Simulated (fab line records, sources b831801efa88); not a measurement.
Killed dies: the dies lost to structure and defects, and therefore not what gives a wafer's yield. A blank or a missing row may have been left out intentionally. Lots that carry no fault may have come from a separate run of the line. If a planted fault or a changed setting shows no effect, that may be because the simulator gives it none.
One fault through the eyes of 2 desks ; flow gf180mcu ; only its own numbers are on each desk; what lay behind them is given at the end

== AT THE TOOL OWNER'S DESK: pvd_sputter-04 ==
At GF_M4_SPUTTER_04 (material TiN, target thk 50 nm, time 41.7 s) the tool's own readings: per lot run on this tool, the mean of the sampled wafers that have a number. Marked OUT: a lot whose mean sits more than 4 standard deviations from the usual mean, which makes it out of limits; the brackets give that distance.
Columns: A = chamber_pressure_pa at GF_M4_SPUTTER_04, usual 0.4000 Pa; B = throttle_valve_pct at GF_M4_SPUTTER_04, usual 29.4 %
lot;first seen here;A;B
L454;day 23 03:14;0.4003;29.7
L472;day 28 22:49;0.5442 (+99 or more) OUT;24.9 (-5.4) OUT
L473;day 29 00:30;0.5430 (+99 or more) OUT;25.1 (-5.1) OUT
This desk finds L472, L473 out of limits, L472 being first, at day 28 22:49 (chamber_pressure_pa at GF_M4_SPUTTER_04). In limits: L454.

== THE METROLOGY DESK ==
Means of the sampled wafers that have a number, per lot and without regard to the tool the lot ran on: this is what the gauges read. Marked OUT: a lot whose mean sits more than 4 standard deviations from the usual mean, which makes it out of limits; the brackets give that distance. 7 of its 9 readings are shown, namely those furthest out on some lot.
Columns: A = V3_W_RS at GF_V3_RS_MEAS_24, usual 0.328 ohm/sq; B = V3_W_THK at GF_V3_THK_MEAS_25, usual 357 nm; C = M4_ALCU_RS at GF_M4_RS_MEAS_05, usual 0.0696 ohm/sq; D = cd_nm at GF_M4_CD_MEAS_14, usual 279.6 nm; E = M4_OVL at GF_M4_OVL_MEAS_15, usual -3 nm; F = V4_CVD_02_THK at GF_V4_THK_MEAS_03, usual 846 nm; G = V4_BOW at GF_V4_BOW_MEAS_05, usual 135 um
lot;first seen here;A;B;C;D;E;F;G
L454;day 23 02:35;0.327;363;0.0692;279.4;0;838;126
L455;day 23 14:10;0.328;352;0.0698;278.9;-1;843;155
L457;day 24 07:19;0.331;352;0.0704;280.2;-4;847;135
L463;day 26 11:50;0.327;356;0.0698;279.3;-13;839;130
L472;day 28 22:13;0.325;361;0.0699;279.5;-5;854;129
L473;day 28 23:52;0.327;354;0.0704;281.3;-2;855;142
This desk's verdict: no lot among the 6 shows anything out of limits.

== TAKEN TOGETHER ==
The tool owner's desk had the chance to raise an alarm at day 28 22:49 on L472, L473.
From the metrology desk's view, nothing was out of limits.
The metrology desk has L472, L473 on record, within its limits.
Every lot named ran GF_M4_SPUTTER_04 on pvd_sputter-04.

== WHAT THE SIMULATOR HAD INSERTED ==
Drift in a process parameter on pvd_sputter-04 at GF_M4_SPUTTER_04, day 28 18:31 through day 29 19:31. Setting chamber_pressure_pa shifted by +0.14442 from 0.4. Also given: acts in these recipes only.
Lots struck among those shown: L472, L473.
How many hours passed from the start of the fault until each desk's first out-of-limits reading: the tool owner's desk, 4.
